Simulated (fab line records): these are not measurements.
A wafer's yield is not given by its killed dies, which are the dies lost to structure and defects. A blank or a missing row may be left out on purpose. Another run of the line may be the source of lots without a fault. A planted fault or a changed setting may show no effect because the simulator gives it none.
Which tool was responsible?    flow sky130    18 wafers sampled from 6 lots at 1 step of a route of 708

WHAT EACH GAUGE READ, for each wafer
SKY_POLY_CUT_CD_MEAS_08 targets a cd of 270 nm.
lot   measured      on         cd nm (nm)
L229  day 24 13:50  cd sem-01  270.7 271.3 272.4
L231  day 25 05:02  cd sem-01  268.3 267.1 268.9
L233  day 26 05:50  cd sem-02  270.4 270.9 269.5
L241  day 28 23:35  cd sem-01  269.0 268.3 268.7
L244  day 29 12:00  cd sem-02  269.0 269.6 268.7
L248  day 31 08:44  cd sem-01  270.1 271.2 271.0

WHAT TOOL EACH LOT RAN ON (gives the tool, then ch and the chambers of the sampled wafers, and finally the start)
Before these readings, the record contains no process step.

THE ANSWER, worked out from the rows above alone
Rule: what is usual is taken from the lots themselves. Put in order of their means at a reading, lots are off if they are a third of the lots or fewer, leave a main group of 4 or more, and stand apart from it by a gap of 3 or more times the standard deviation of the main group's means; of several such gaps the widest counts. If all means in a main group match to the digits the tables above print for the reading, that group is not used. A lot without any number at a reading at which 4 lots or more have one is off too. The other lots that the step has rows for count as sound.
No lot is off on any of the readings shown, so nothing can be concluded from this.

WHAT HAD BEEN PUT IN BY THE SIMULATOR
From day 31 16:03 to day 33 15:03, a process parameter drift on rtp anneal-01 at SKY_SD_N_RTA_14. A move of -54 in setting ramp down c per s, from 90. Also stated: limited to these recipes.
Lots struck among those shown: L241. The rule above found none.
